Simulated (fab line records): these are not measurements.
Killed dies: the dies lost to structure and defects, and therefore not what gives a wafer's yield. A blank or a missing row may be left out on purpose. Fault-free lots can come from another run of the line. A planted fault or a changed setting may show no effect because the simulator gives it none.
What tool caused it? | flow gf180mcu | 12 lots with 36 wafers sampled at 6 steps, on a route of 602 steps

## WHAT THE GAUGES READ, wafer by wafer
GF_HV_LDD_CD_MEAS_46: the cd target is 400 nm.
lot  | measured     | on        | cd-nm (nm)
L247 | day 12 16:21 | cd-sem-02 | 398.1 396.5 398.6
L250 | day 13 14:38 | cd-sem-02 | 401.8 399.5 400.5
L251 | day 13 23:59 | cd-sem-02 | 400.9 401.3 402.1
L252 | day 14 13:32 | cd-sem-01 | 401.4 402.0 401.2
L255 | day 15 10:09 | cd-sem-02 | 402.7 402.3 401.7
L256 | day 15 16:24 | cd-sem-01 | 401.2 400.4 402.0
L262 | day 17 09:44 | cd-sem-01 | 402.4 403.1 404.6
L264 | day 18 00:11 | cd-sem-01 | 398.6 398.2 398.7
L265 | day 18 08:22 | cd-sem-01 | 397.4 399.2 398.7
L266 | day 18 15:39 | cd-sem-02 | 399.6 400.7 399.7
L267 | day 19 00:30 | cd-sem-01 | 399.9 400.0 399.9
L268 | day 19 09:17 | cd-sem-01 | 399.7 399.0 404.1

GF_HV_LDD_TW_MEAS_50.
lot  | measured     | on            | HV_LDD_4_TW
L247 | day 12 16:45 | film-metro-02 | 566 565 566
L250 | day 13 15:03 | film-metro-02 | 571 571 569
L251 | day 14 00:24 | film-metro-04 | 558 560 557
L252 | day 14 13:56 | film-metro-04 | 560 557 557
L255 | day 15 10:32 | film-metro-01 | 568 566 565
L256 | day 15 16:48 | film-metro-02 | 572 569 571
L262 | day 17 10:08 | film-metro-04 | 563 559 561
L264 | day 18 00:35 | film-metro-04 | 563 565 567
L265 | day 18 08:45 | film-metro-04 | 566 566 568
L266 | day 18 16:03 | film-metro-02 | 578 570 574
L267 | day 19 00:54 | film-metro-01 | 562 563 566
L268 | day 19 09:41 | film-metro-01 | 565 562 563

GF_PSD_RS_MEAS_14: the measuring method here is four-point-probe.
lot  | measured     | on            | NSD_RS (ohm/sq)
L247 | day 14 13:14 | film-metro-03 | 46.09 46.17 46.12
L250 | day 15 11:59 | film-metro-04 | 46.20 46.14 46.23
L251 | day 15 21:53 | film-metro-03 | 46.26 46.14 46.13
L252 | day 16 11:50 | film-metro-03 | 46.14 46.20 46.10
L255 | day 17 12:04 | film-metro-03 | 46.14 46.13 46.14
L256 | day 17 16:49 | film-metro-02 | 46.21 46.16 46.24
L262 | day 19 14:07 | film-metro-04 | 46.24 46.12 46.04
L264 | day 20 07:05 | film-metro-03 | 46.19 46.12 46.12
L265 | day 20 16:22 | film-metro-03 | 47.92 47.92 47.92
L266 | day 20 20:39 | film-metro-02 | 48.17 48.28 48.14
L267 | day 21 06:02 | film-metro-03 | 46.22 46.21 46.22
L268 | day 21 15:37 | film-metro-03 | 46.12 46.09 46.15

## WHAT TOOL EACH LOT RAN ON (gives the tool, then ch and the chambers of the sampled wafers, and finally the start)
lot  | GF_HV_LDD_STRIP_22                   | GF_NSD_IMPLANT_09               | GF_NSD_STRIP_11
L247 | plasma-asher-01 ch 0,1, day 11 02:47 | implanter-02 ch 0, day 13 16:13 | plasma-asher-03 ch 0,1, day 13 16:29
L250 | plasma-asher-04 ch 0,1, day 11 23:23 | implanter-01 ch 0, day 14 14:35 | plasma-asher-02 ch 0,1, day 14 14:53
L251 | plasma-asher-01 ch 0,1, day 12 08:15 | implanter-02 ch 0, day 14 23:41 | plasma-asher-03 ch 0,1, day 14 23:59
L252 | plasma-asher-01 ch 0,1, day 12 21:05 | implanter-04 ch 0, day 15 13:46 | plasma-asher-01 ch 0,1, day 15 14:04
L255 | plasma-asher-02 ch 0,1, day 13 16:00 | implanter-01 ch 0, day 16 12:58 | plasma-asher-03 ch 0,1, day 16 13:14
L256 | plasma-asher-01 ch 0,1, day 13 22:36 | implanter-01 ch 0, day 16 17:49 | plasma-asher-01 ch 0,1, day 16 18:05
L262 | plasma-asher-01 ch 0,1, day 15 13:32 | implanter-01 ch 0, day 18 13:04 | plasma-asher-02 ch 0,1, day 18 13:22
L264 | plasma-asher-01 ch 0,1, day 16 03:59 | implanter-02 ch 0, day 19 05:14 | plasma-asher-02 ch 0,1, day 19 05:32
L265 | plasma-asher-01 ch 0,1, day 16 10:40 | implanter-01 ch 0, day 19 14:08 | plasma-asher-02 ch 0,1, day 19 14:25
L266 | plasma-asher-01 ch 0,1, day 16 17:08 | implanter-01 ch 0, day 19 18:49 | plasma-asher-01 ch 0,1, day 19 19:05
L267 | plasma-asher-02 ch 0,1, day 17 01:08 | implanter-04 ch 0, day 20 04:51 | plasma-asher-03 ch 0,1, day 20 05:07
L268 | plasma-asher-01 ch 0,1, day 17 08:59 | implanter-02 ch 0, day 20 13:52 | plasma-asher-02 ch 0,1, day 20 14:10
- GF_HV_LDD_STRIP_22: strips in O2/N2.
- GF_NSD_IMPLANT_09
- GF_NSD_STRIP_11: strips in O2/N2.

## AS READ BY THE TOOLS THEMSELVES (means over the sampled wafers that have a number; for cases with no such wafer, the mark the record gives instead)
GF_HV_LDD_STRIP_22.
lot  | tool            | drypump-motor-current-A (A) | heater-power-w (W) | oes-product-au (a.u.) | strip-time-to-endpoint-s (s)
L247 | plasma-asher-01 | 5.4                         | 335                | 0.720                 | 12.60
L250 | plasma-asher-04 | 6.1                         | 345                | 0.720                 | 12.63
L251 | plasma-asher-01 | 5.4                         | 340                | 0.716                 | 12.59
L252 | plasma-asher-01 | 5.4                         | 340                | 0.717                 | 12.58
L255 | plasma-asher-02 | 5.9                         | 331                | 0.717                 | 12.58
L256 | plasma-asher-01 | 5.4                         | 337                | 0.717                 | 12.62
L262 | plasma-asher-01 | 5.2                         | 345                | 0.716                 | 12.63
L264 | plasma-asher-01 | 5.2                         | 348                | 0.712                 | 12.66
L265 | plasma-asher-01 | 5.4                         | 337                | 0.714                 | 12.65
L266 | plasma-asher-01 | 5.4                         | 336                | 0.719                 | 12.63
L267 | plasma-asher-02 | 5.9                         | 329                | 0.719                 | 12.67
L268 | plasma-asher-01 | 5.2                         | 342                | 0.718                 | 12.62

GF_NSD_IMPLANT_09.
lot  | tool         | beam-on-s (s) | dose-ions-cm2 | end-station-pressure-torr (Torr)
L247 | implanter-02 | 20.8          | 3.998e+15     | 1.13e-05
L250 | implanter-01 | 19.7          | 4.000e+15     | 1.28e-05
L251 | implanter-02 | 21.0          | 4.001e+15     | 1.15e-05
L252 | implanter-04 | 18.5          | 4.000e+15     | 1.31e-05
L255 | implanter-01 | 19.9          | 4.003e+15     | 1.22e-05
L256 | implanter-01 | 19.7          | 4.003e+15     | 1.22e-05
L262 | implanter-01 | 19.6          | 3.999e+15     | 1.33e-05
L264 | implanter-02 | 20.8          | 4.000e+15     | 1.18e-05
L265 | implanter-01 | 14.9          | 3.040e+15     | 1.23e-05
L266 | implanter-01 | 15.3          | 3.050e+15     | 1.37e-05
L267 | implanter-04 | 18.2          | 4.004e+15     | 1.33e-05
L268 | implanter-02 | 21.1          | 4.000e+15     | 1.16e-05

GF_NSD_STRIP_11.
lot  | tool            | drypump-motor-current-A (A) | heater-power-w (W) | oes-product-au (a.u.) | strip-time-to-endpoint-s (s)
L247 | plasma-asher-03 | 5.9                         | 312                | 0.486                 | 22.92
L250 | plasma-asher-02 | 5.8                         | 334                | 0.491                 | 22.97
L251 | plasma-asher-03 | 5.8                         | 308                | 0.488                 | 22.92
L252 | plasma-asher-01 | 5.4                         | 337                | 0.489                 | 22.97
L255 | plasma-asher-03 | 5.9                         | 307                | 0.491                 | 22.99
L256 | plasma-asher-01 | 5.4                         | 339                | 0.488                 | 22.97
L262 | plasma-asher-02 | 6.2                         | 344                | 0.488                 | 22.96
L264 | plasma-asher-02 | 5.9                         | 323                | 0.492                 | 22.91
L265 | plasma-asher-02 | 6.2                         | 340                | 0.504                 | 21.91
L266 | plasma-asher-01 | 5.2                         | 344                | 0.498                 | 21.91
L267 | plasma-asher-03 | 5.9                         | 305                | 0.483                 | 22.93
L268 | plasma-asher-02 | 6.2                         | 340                | 0.488                 | 22.97

## THE ANSWER, worked out from the rows above alone
Rule: usual is defined by the lots themselves. Put in order of their means at a reading, lots are off if they are a third of the lots or fewer, leave a main group of 4 or more, and stand apart from it by a gap of 3 or more times the standard deviation of the main group's means; of several such gaps the widest counts. If all means in a main group match to the digits the tables above print for the reading, that group is not used. A lot without any number at a reading at which 4 lots or more have one is off too. All remaining lots with rows at the step are treated as sound. The gauges are gone through in route order, then the tools' own readings, and for those a lot's mean is taken as printed above. The first step at which some lot is off is used, and at that step the reading that is off furthest; a lot without a number counts as furthest.
Off: L265, L266, at GF_PSD_RS_MEAS_14 (NSD_RS). Main group: mean 46.16 ohm/sq, sd 0.033.
A tool fits if, at a process step before that reading, it ran every lot that is off, and no sound lot after the first of them. Not tried: the gauges at GF_PSD_RS_MEAS_14; whatever is off there is also off at GF_NSD_IMPLANT_09, on other tools, and gauge error can't account for it. One fits: implanter-01 at GF_NSD_IMPLANT_09. Its last sound lot is L262 (day 18 13:04), its first lot that is off L265 (day 19 14:08): a fault that began between those two fits.
The tool's own readings at GF_NSD_IMPLANT_09 bear it out: on the lots that are off they differ by more than 5 times the standard deviation of the sound lots' means. beam-on-s reads 15.1 s there against 19.9 s on the sound lots; dose-ions-cm2 reads 3.045e+15 there against 4.001e+15 on the sound lots.

## WHAT HAD BEEN PUT IN BY THE SIMULATOR
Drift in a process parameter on implanter-01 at GF_NSD_IMPLANT_09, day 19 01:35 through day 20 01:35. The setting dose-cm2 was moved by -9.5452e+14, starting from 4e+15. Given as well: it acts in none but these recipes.
Struck lots among those shown: L265, L266. Same finding as the rule above.
